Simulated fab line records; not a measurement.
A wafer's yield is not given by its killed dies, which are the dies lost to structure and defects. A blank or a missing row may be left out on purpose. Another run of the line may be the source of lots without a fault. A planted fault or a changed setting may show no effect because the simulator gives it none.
Problem report, 8D (eight disciplines) form, completed by code | flow gf180mcu | the parts of the form that need people (team, actions taken, sign-off) are left out

## 1. WHAT IS WRONG
Wafers without a fault read 7.43 s with a standard deviation of 0.047, while stripTimeToEndpointS at GF_M2_STRIP_17 averages 8.02 s across 2 wafers of 1 lot. That puts it +13 standard deviations away from the usual mean.
The step: strips in O2/N2.
Seen first at day 23 12:29 on plasmaAsher-04, wafer L563.2. The record has a number at this step for 33 wafers belonging to 11 lots. By rule, "out" or "out of limits" means more than 4 standard deviations away from the usual mean. All remaining wafers that have a number are taken as sound.

## 2. WHAT IT IS; WHAT IT IS NOT
question                    | is                                 | is not
which readings at this step | stripTimeToEndpointS, oesProductAu | drypumpMotorCurrentA, heaterPowerW, o2FlowSccm
which lots                  | L563                               | L553, L554, L556, L558, L568, L572, L573, L574, L575, L576
which wafers of those lots  | L563.2, L563.5                     | L563.4
read on which tools         | plasmaAsher-04                     | plasmaAsher-01, plasmaAsher-03
when                        | from day 23 12:29                  | up to then (13 sound wafers); but 18 sound wafers of L568, L572, L573, L574, L575, L576 came after

## 3. WHAT RULES OUT EACH SUSPECT
Counting: a tool at a process step up to the reading stays a suspect if it ran every lot that is out. Sound lots after the first of them don't rule it out here, since some wafers of a struck lot are sound.
- pecvd-03 at GF_V1_CVD_02 (deposits SiO2 from TEOS, target thk 850 nm, time 94.851 s): kept. The lot that is out, L563, ran on it at day 21 11:50; the last sound lot it ran before that was L554, at day 17 14:59.
- plasmaAsher-04 at GF_V1_STRIP_18 (strips in O2/N2): kept. The lot that is out, L563, ran on it at day 22 12:16; the last sound lot it ran before that was L554, at day 18 13:28.
- pvdSputter-02 at GF_M2_SPUTTER_00 (material Ti, target thk 37.5 nm, time 150 s): kept. The lot that is out, L563, ran on it at day 22 13:30; the last sound lot it ran before that was L553, at day 17 21:54.
- lithoTrack-04 at GF_M2_COAT_09 (resist thk 1000 nm): kept. The lot that is out, L563, ran on it at day 23 00:32; the last sound lot it ran before that was L554, at day 19 01:39.
- plasmaAsher-04 at GF_M2_STRIP_17 (strips in O2/N2): kept. The lot that is out, L563, ran on it at day 23 12:29; the last sound lot it ran before that was L553, at day 18 20:24. Its own readings are out on those wafers: oesProductAu, stripTimeToEndpointS.
- Within pecvd-03 at GF_V1_CVD_02, the wafers that are out were processed in chamber 0 and their sound lot-mates in chamber 1.
Left after counting: pecvd-03 at GF_V1_CVD_02, plasmaAsher-04 at GF_V1_STRIP_18, pvdSputter-02 at GF_M2_SPUTTER_00, lithoTrack-04 at GF_M2_COAT_09, plasmaAsher-04 at GF_M2_STRIP_17.

## 4. THE CAUSE (what the simulator had put in)
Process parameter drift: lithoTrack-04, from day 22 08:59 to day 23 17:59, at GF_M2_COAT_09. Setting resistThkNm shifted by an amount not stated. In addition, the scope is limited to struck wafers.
Counting leaves 5 suspects; this tool is one of them.

## 5. THE CHAIN OF EFFECTS, in route order
Rows list readings where the struck wafers' mean (over those with a number) sits beyond 3 standard deviations from the usual. Readings are gone through only where the record gives a usual standard deviation; hours: the median, over the lots, of the time from a lot's start at the first step in this table giving one to that lot's start at this step; sigmas: the change measured in usual standard deviations.
hours | step           | reading              | usual      | on struck wafers | change | sigmas
0     | GF_M2_STRIP_17 | oesProductAu         | 0.539 a.u. | 0.566            | +0.027 | +5.6
0     | GF_M2_STRIP_17 | stripTimeToEndpointS | 7.43 s     | 8.02             | +0.59  | +13
Its process steps:
- GF_M2_STRIP_17: strips in O2/N2.

## 6. HOW IT WOULD HAVE BEEN CAUGHT EARLIER
In this record no reading fell out of limits until day 23 12:29, 28 hours after the fault had begun at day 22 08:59.
An alarm limit of 4 standard deviations would not have fired on the tool readings at GF_M2_COAT_09 for which the record gives a usual standard deviation, since none of them was out on any struck wafer.
By day 23 12:29, every lot that is out (1) had started GF_M2_COAT_09 on lithoTrack-04. A hold on the tool at that time would have spared none of them.
